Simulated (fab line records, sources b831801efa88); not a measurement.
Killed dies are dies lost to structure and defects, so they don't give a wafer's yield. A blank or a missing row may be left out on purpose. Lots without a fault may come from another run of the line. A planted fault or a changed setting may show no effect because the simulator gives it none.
Which tool did it? | flow gf180mcu | 7 lots, 21 wafers sampled, at 3 steps of a route of 602

WHAT THE GAUGES READ, wafer by wafer
GF_CONTACT_THK_MEAS_01.
lot  | measured     | on            | CONTACT_CVD_00_THK (nm)
L499 | day 15 23:38 | film_metro-04 | 294 301 302
L501 | day 16 12:43 | film_metro-01 | 297 296 296
L507 | day 18 16:26 | film_metro-01 | 297 297 298
L514 | day 21 05:07 | film_metro-03 | 304 305 304
L517 | day 22 04:54 | film_metro-04 | 304 304 301
L519 | day 23 00:38 | film_metro-01 | 298 302 304
L521 | day 23 13:39 | film_metro-03 | 307 307 305

WHICH TOOL RAN EACH LOT (tool, then ch and the chambers of the sampled wafers, then the start)
lot  | GF_SAB_CVD_00                   | GF_SAB_SOFTBAKE_05
L499 | pecvd-03 ch 0,2, day 15 00:33   | litho_track-02 ch 0, day 15 11:28
L501 | pecvd-04 ch 0,2, day 15 13:22   | litho_track-02 ch 0, day 16 00:26
L507 | pecvd-03 ch 0,2, day 17 15:25   | litho_track-02 ch 0, day 18 02:58
L514 | pecvd-03 ch 1,2, day 20 03:52   | litho_track-04 ch 0, day 20 15:45
L517 | pecvd-03 ch 0,1, day 21 04:34   | litho_track-02 ch 0, day 21 16:01
L519 | pecvd-02 ch 0,1,2, day 22 00:13 | litho_track-04 ch 0, day 22 11:47
L521 | pecvd-02 ch 0,1,2, day 22 13:07 | litho_track-04 ch 0, day 23 00:40
- GF_SAB_CVD_00: deposits SiO2 from TEOS, target thk 50 nm, time 4.9302 s.
- GF_SAB_SOFTBAKE_05: time 60 s.

THE ANSWER, worked out from the rows above alone
Rule: what is usual is taken from the lots themselves. Put in order of their means at a reading, lots are off if they are a third of the lots or fewer, leave a main group of 4 or more, and stand apart from it by a gap of 3 or more times the standard deviation of the main group's means; of several such gaps the widest counts. A main group whose means are all the same, to the digits that the tables above print for the reading, isn't used. A lot without any number at a reading at which 4 lots or more have one is off too. The other lots that the step has rows for count as sound.
No lot is off at any reading shown: from this, nothing can be told.

WHAT THE SIMULATOR HAD PUT IN
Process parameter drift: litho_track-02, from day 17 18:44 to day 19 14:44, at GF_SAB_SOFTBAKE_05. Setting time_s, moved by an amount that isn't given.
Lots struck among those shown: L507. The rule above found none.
